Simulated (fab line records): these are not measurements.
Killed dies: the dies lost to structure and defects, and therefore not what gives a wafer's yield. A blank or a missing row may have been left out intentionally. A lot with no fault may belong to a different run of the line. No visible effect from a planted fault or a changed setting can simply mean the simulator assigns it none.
Chamber matching -- flow gf180mcu -- 4 sister chambers for GF_V1_CMP_04 on cmp-02
The step polishes SiO2. 8 wafers are shown with their chamber, then 7 later ones without.

== WAFERS, EACH WITH ITS CHAMBER ==
wafer,chamber,motor current A (A),time to endpoint s (s)
L617.6,0,13.4,86
L618.2,2,13.9,78
L621.5,1,15.0,92
L621.6,0,13.0,91
L624.1,1,13.9,81
L624.4,2,13.7,84
L629.4,3,12.1,75
L629.5,3,11.9,76

== WAFERS MISSING THEIR CHAMBER ==
wafer,motor current A (A),time to endpoint s (s)
L629.6,13.5,77
L639.1,14.0,78
L639.2,14.3,86
L639.3,13.9,85
L640.4,14.7,86
L640.5,12.0,83
L640.6,13.1,84

== THE CHAMBER EACH PASSED THROUGH ==
wafer,from the rows above,in truth
L629.6,can't be placed: 2 or 0 or 1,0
L639.1,can't be placed: 2 or 1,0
L639.2,can't be placed: 1 or 2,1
L639.3,can't be placed: 2 or 1 or 0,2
L640.4,can't be placed: 1 or 2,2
L640.5,can't be placed: 3 or 0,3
L640.6,can't be placed: 0 or 2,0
Correctly placed: 0 of 7. Cannot be placed on the basis of these rows: 7; the candidates contain the true chamber in 6. Wrongly placed: 0.
How it was worked out, from the rows above alone: a wafer's distance from a chamber is the root of the sum, over the readings, of the square of ((its reading less the chamber's mean) divided by the reading's scatter). The wafer belongs to the nearest chamber; if the next one is less than 2 further off, it can't be placed. The mean given for a chamber averages the wafers shown for that chamber. How the scatter is found: for the shown wafers, subtract from each reading the mean of its chamber, square and add these, divide the total by (wafers less chambers), then take the root.
